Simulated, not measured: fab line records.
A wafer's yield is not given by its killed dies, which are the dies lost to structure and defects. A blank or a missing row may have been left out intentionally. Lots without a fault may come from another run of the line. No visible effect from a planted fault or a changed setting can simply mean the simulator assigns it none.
Matching of chambers -- flow gf180mcu -- GF_V5_CMP_26 on cmp-02: 4 sister chambers
The step polishes, stops on SiO2, t overpolish 15 s, target thk 0 nm. 22 wafers are shown with their chamber, then 11 later ones without.

## WAFERS, EACH WITH ITS CHAMBER
wafer,chamber,motor-current-A (A),time-to-endpoint-s (s),overpolish-run-s (s)
L564.3,1,10.2,78,15.005
L564.5,1,9.8,83,15.012
L564.6,2,10.3,81,14.998
L567.1,2,9.8,79,15.007
L567.2,1,10.7,81,14.992
L567.3,0,11.5,82,15.008
L570.1,3,12.1,88,14.989
L570.4,0,11.5,86,15.004
L570.5,1,10.1,90,14.999
L576.3,3,11.6,81,15.004
L576.5,3,11.2,85,14.994
L576.6,2,9.8,83,15.008
L577.3,1,10.1,82,15.003
L577.5,0,12.0,83,15.009
L577.6,3,11.4,86,15.006
L579.1,3,11.3,88,15.017
L579.5,1,9.9,87,15.006
L579.6,0,11.6,84,15.002
L578.1,1,9.5,81,15.002
L578.4,3,11.3,82,15.002
L578.6,3,11.0,82,14.984
L580.1,0,12.0,86,14.981

SIGNATURES, as means of the wafers listed above
reading,chamber 0,chamber 1,chamber 2,chamber 3,scatter within a chamber
motor-current-A,11.720,10.043,9.967,11.414,0.335
time-to-endpoint-s,84.20,83.14,81.00,84.57,3.09
overpolish-run-s,15.00080,15.00271,15.00433,14.99943,0.00934
Rule: for a wafer and a chamber, the distance is found by dividing, reading by reading, the gap between the wafer's reading and the chamber's mean by the reading's scatter, squaring, summing and taking the root. If the next closest chamber is less than 2 further off than the closest, the wafer can't be placed; otherwise it belongs to the closest. How the scatter is found: for the shown wafers, subtract from each reading the mean of its chamber, square and add these, divide the total by (wafers less chambers), then take the root.

## WAFERS WITH NO CHAMBER GIVEN
wafer,motor-current-A (A),time-to-endpoint-s (s),overpolish-run-s (s)
L580.3,10.7,82,15.024
L580.5,10.2,86,14.991
L581.3,10.0,82,14.987
L581.4,9.8,84,14.997
L581.6,11.4,83,15.006
L585.1,10.2,86,15.001
L585.4,11.1,85,14.993
L585.6,10.3,83,15.003
L586.3,11.3,85,15.000
L586.4,9.5,84,15.003
L586.5,10.4,85,15.011

## THE CHAMBER EACH PASSED THROUGH
wafer,from the rows above,in truth
L580.3,can't be placed: 1 or 2 or 3 or 0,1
L580.5,can't be placed: 1 or 2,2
L581.3,can't be placed: 1 or 2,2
L581.4,can't be placed: 1 or 2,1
L581.6,can't be placed: 3 or 0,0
L585.1,can't be placed: 1 or 2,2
L585.4,can't be placed: 3 or 0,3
L585.6,can't be placed: 1 or 2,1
L586.3,can't be placed: 3 or 0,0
L586.4,can't be placed: 1 or 2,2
L586.5,can't be placed: 1 or 2 or 3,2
Correct placement for 0 of the 11. From these rows, 11 cannot be placed; in 11 the true chamber is one of the candidates. 0 placed wrongly.
